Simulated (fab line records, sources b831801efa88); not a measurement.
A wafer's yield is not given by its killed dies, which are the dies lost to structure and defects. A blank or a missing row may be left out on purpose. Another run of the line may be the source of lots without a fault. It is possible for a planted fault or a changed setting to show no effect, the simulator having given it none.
Chamber matching / flow gf180mcu / GF_PASSIVATION_ETCH_11 on rieDiel-01: 4 sister chambers
The step etches the open film in CF4/O2, stops on TiN, target depth 1800 nm, time 400 s. 8 wafers are shown with their chamber, then 7 later ones without.

EACH WAFER AND ITS CHAMBER
wafer=L614.2; chamber=2; drypumpMotorCurrentA (A)=5.9; oesProductAu (a.u.)=0.959
wafer=L615.2; chamber=0; drypumpMotorCurrentA (A)=5.7; oesProductAu (a.u.)=0.971
wafer=L615.5; chamber=3; drypumpMotorCurrentA (A)=6.0; oesProductAu (a.u.)=0.971
wafer=L630.1; chamber=1; drypumpMotorCurrentA (A)=6.5; oesProductAu (a.u.)=0.958
wafer=L630.2; chamber=0; drypumpMotorCurrentA (A)=5.6; oesProductAu (a.u.)=0.957
wafer=L630.4; chamber=3; drypumpMotorCurrentA (A)=5.9; oesProductAu (a.u.)=0.965
wafer=L631.2; chamber=2; drypumpMotorCurrentA (A)=6.0; oesProductAu (a.u.)=0.958
wafer=L631.4; chamber=1; drypumpMotorCurrentA (A)=6.4; oesProductAu (a.u.)=0.960

WAFERS WITHOUT THEIR CHAMBER
wafer=L631.6; drypumpMotorCurrentA (A)=6.4; oesProductAu (a.u.)=0.967
wafer=L632.1; drypumpMotorCurrentA (A)=5.7; oesProductAu (a.u.)=0.947
wafer=L632.3; drypumpMotorCurrentA (A)=6.4; oesProductAu (a.u.)=0.963
wafer=L632.4; drypumpMotorCurrentA (A)=5.9; oesProductAu (a.u.)=0.968
wafer=L633.3; drypumpMotorCurrentA (A)=5.9; oesProductAu (a.u.)=0.953
wafer=L633.4; drypumpMotorCurrentA (A)=5.7; oesProductAu (a.u.)=0.954
wafer=L633.6; drypumpMotorCurrentA (A)=5.9; oesProductAu (a.u.)=0.959

WHICH CHAMBER EACH ONE RAN IN
wafer=L631.6; from the rows above=1; in truth=1
wafer=L632.1; from the rows above=can't be placed: 0 or 2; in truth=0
wafer=L632.3; from the rows above=1; in truth=1
wafer=L632.4; from the rows above=can't be placed: 3 or 2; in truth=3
wafer=L633.3; from the rows above=can't be placed: 2 or 3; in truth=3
wafer=L633.4; from the rows above=can't be placed: 0 or 2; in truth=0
wafer=L633.6; from the rows above=can't be placed: 2 or 3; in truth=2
2 of 7 placed correctly. Unplaceable from these rows: 5, with the true chamber sitting among the candidates in 5. Number placed wrongly: 0.
How it was worked out, from the rows above alone: a wafer's distance from a chamber is the root of the sum, over the readings, of the square of ((its reading less the chamber's mean) divided by the reading's scatter). The wafer belongs to the nearest chamber; if the next one is less than 2 further off, it can't be placed. A chamber's mean is the mean of its shown wafers. How the scatter is found: for the shown wafers, subtract from each reading the mean of its chamber, square and add these, divide the total by (wafers less chambers), then take the root.
